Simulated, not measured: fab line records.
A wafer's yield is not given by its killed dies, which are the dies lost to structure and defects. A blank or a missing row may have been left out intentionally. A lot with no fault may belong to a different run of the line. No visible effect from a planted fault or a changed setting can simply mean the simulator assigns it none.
Problem report, 8D (eight disciplines) form, completed by code -- flow gf180mcu -- the parts of the form that need people (team, actions taken, sign-off) are left out

== 1. WHAT IS WRONG ==
Mean MIM_ALCU_RS at GF_MIM_RS_MEAS_10: 0.1360 ohm/sq over 4 wafers in 2 lots; fault-free wafers: 0.1603 ohm/sq, standard deviation 0.0019. Measured from the usual mean, that is -13 standard deviations.
The step: measures by four-point-probe.
First observed at day 30 02:53: wafer L402.4, on film metro-01. At this step, 30 wafers from 10 lots have a number in the record. Rule for "out", or "out of limits": more than 4 standard deviations from the usual mean. Any other wafer with a number is counted as sound.

== 2. WHAT IT IS; WHAT IT IS NOT ==
question,is,is not
which readings at this step,MIM_ALCU_RS,-
which lots,"L402, L403","L385, L386, L387, L389, L392, L397, L400, L405"
which wafers of those lots,"L402.4, L402.6, L403.3, L403.6","L402.2, L403.1"
read on which gauges,"film metro-01, film metro-02",film metro-03
when,from day 30 02:53,"up to then (22 sound wafers); but 4 sound wafers of L403, L405 came after"

== 3. WHAT RULES OUT EACH SUSPECT ==
Counting: any tool at a process step up to the reading remains a suspect provided it ran every lot that is out. Sound lots after the first of them don't rule it out here, since some wafers of a struck lot are sound.
- the gauge at GF_MIM_RS_MEAS_10: ruled out. The wafers that are out were read on 2 gauges (film metro-01, film metro-02).
- cmp-01 at GF_V4_CMP_26 (polishes, stops on SiO2, t overpolish 15 s, target thk 0 nm): kept. Ran every lot that is out, first one L402 (day 30 02:10); last sound lot up to then L400 (day 29 14:59).
- pvd sputter-01 at GF_MIM_SPUTTER_08 (material AlCu, target thk 200 nm, time 10.6 s): kept. Ran every lot that is out, first one L402 (day 30 02:49); last sound lot up to then L400 (day 29 15:33).
What counting leaves: cmp-01 at GF_V4_CMP_26 and pvd sputter-01 at GF_MIM_SPUTTER_08.

== 4. THE CAUSE (what the simulator had put in) ==
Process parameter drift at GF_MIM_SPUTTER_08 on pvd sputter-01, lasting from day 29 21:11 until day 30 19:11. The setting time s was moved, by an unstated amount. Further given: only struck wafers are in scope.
2 suspects survive the count, and this tool is in that group.

== 5. SEQUENCE OF EFFECTS, ordered by route ==
Each row: a reading where the mean over the struck wafers with a number is more than 3 standard deviations away from the usual. Readings are gone through only where the record gives a usual standard deviation; hours: the median, over the lots, of the time from a lot's start at the first step in this table giving one to that lot's start at this step; sigmas: the change measured in usual standard deviations.
hours,step,reading,usual,on struck wafers,change,sigmas
0,GF_MIM_RS_MEAS_10,MIM_ALCU_RS,0.1603 ohm/sq,0.1360,-0.0243,-13
3,GF_MIM_THK_MEAS_11,MIM_ALCU_THK,200.4 nm,235.8,+35.4,+15
18,GF_MIM_METAL_ETCH_19,oes product au,0.942 a.u.,0.991,+0.049,+7.5
18,GF_MIM_METAL_ETCH_19,throttle valve pct,28.284 %,28.229,-0.055,-5.9
Its process steps:
- GF_MIM_METAL_ETCH_19: etches the open film in Cl2/BCl3, stops on Si3N4, target depth 324.5 nm, time 54.1 s.

== 6. HOW IT WOULD HAVE BEEN CAUGHT EARLIER ==
The first out-of-limits reading at a measuring or inspecting step in this record came at day 30 02:53, 6 hours after the fault's start at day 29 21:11.
An alarm limit of 4 standard deviations would not have fired on the tool readings at GF_MIM_SPUTTER_08 for which the record gives a usual standard deviation, since none of them was out on any struck wafer.
Lots out: 2; of these, L403 started GF_MIM_SPUTTER_08 on pvd sputter-01 after day 30 02:53. Holding the tool at that time would have saved it.
